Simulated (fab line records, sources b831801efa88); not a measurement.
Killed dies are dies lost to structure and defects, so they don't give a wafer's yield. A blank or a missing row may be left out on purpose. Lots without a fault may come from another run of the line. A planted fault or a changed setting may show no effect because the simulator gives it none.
Which tool did it? | flow sky130 | 6 lots, 18 wafers sampled, at 3 steps of a route of 708

WHAT THE GAUGES READ, wafer by wafer
SKY_LI_CONTACT_CD_MEAS_12: target cd 170 nm.
lot  | measured     | on        | cd_nm (nm)
L401 | day 29 07:31 | cd_sem-02 | 169.5 169.8 170.4
L403 | day 31 01:02 | cd_sem-02 | 170.8 169.4 172.1
L406 | day 31 07:44 | cd_sem-01 | 170.7 170.5 171.9
L408 | day 31 14:47 | cd_sem-01 | 171.3 171.6 144.4 171.8 171.8 144.6
L419 | day 35 14:23 | cd_sem-01 | 171.3 171.5 170.1
L423 | day 36 10:05 | cd_sem-02 | 167.7 168.5 168.8

WHICH TOOL RAN EACH LOT (tool, then ch and the chambers of the sampled wafers, then the start)
lot  | SKY_RES_PROTECT_STRIP_07             | SKY_LI_CONTACT_EXPOSE_09
L401 | plasma_asher-04 ch 0,1, day 15 11:05 | krf_scanner-01 ch 0, day 28 17:53
L403 | plasma_asher-03 ch 0,1, day 15 23:14 | krf_scanner-01 ch 0, day 30 11:05
L406 | plasma_asher-04 ch 0,1, day 17 07:29 | krf_scanner-01 ch 0, day 30 17:41
L408 | plasma_asher-02 ch 0,1, day 17 21:07 | krf_scanner-01 ch 0, day 31 01:50
L419 | plasma_asher-02 ch 0,1, day 22 05:58 | krf_scanner-01 ch 0, day 35 01:49
L423 | plasma_asher-03 ch 1, day 23 07:55   | krf_scanner-01 ch 0, day 35 21:18
- SKY_RES_PROTECT_STRIP_07: strips in O2/N2.
- SKY_LI_CONTACT_EXPOSE_09: exposes mask LICM1, target cd 170 nm.

THE ANSWER, worked out from the rows above alone
Rule: what is usual is taken from the lots themselves. Put in order of their means at a reading, lots are off if they are a third of the lots or fewer, leave a main group of 4 or more, and stand apart from it by a gap of 3 or more times the standard deviation of the main group's means; of several such gaps the widest counts. A main group whose means are all the same, to the digits that the tables above print for the reading, isn't used. A lot without any number at a reading at which 4 lots or more have one is off too. The other lots that the step has rows for count as sound.
Off: L408, at SKY_LI_CONTACT_CD_MEAS_12 (cd_nm). The main group: mean 170.2 nm, standard deviation 1.
A tool fits if, at a process step before that reading, it ran every lot that is off, and no sound lot after the first of them. The gauges at SKY_LI_CONTACT_CD_MEAS_12 are tried like those tools. None of those tried fits.

WHAT THE SIMULATOR HAD PUT IN
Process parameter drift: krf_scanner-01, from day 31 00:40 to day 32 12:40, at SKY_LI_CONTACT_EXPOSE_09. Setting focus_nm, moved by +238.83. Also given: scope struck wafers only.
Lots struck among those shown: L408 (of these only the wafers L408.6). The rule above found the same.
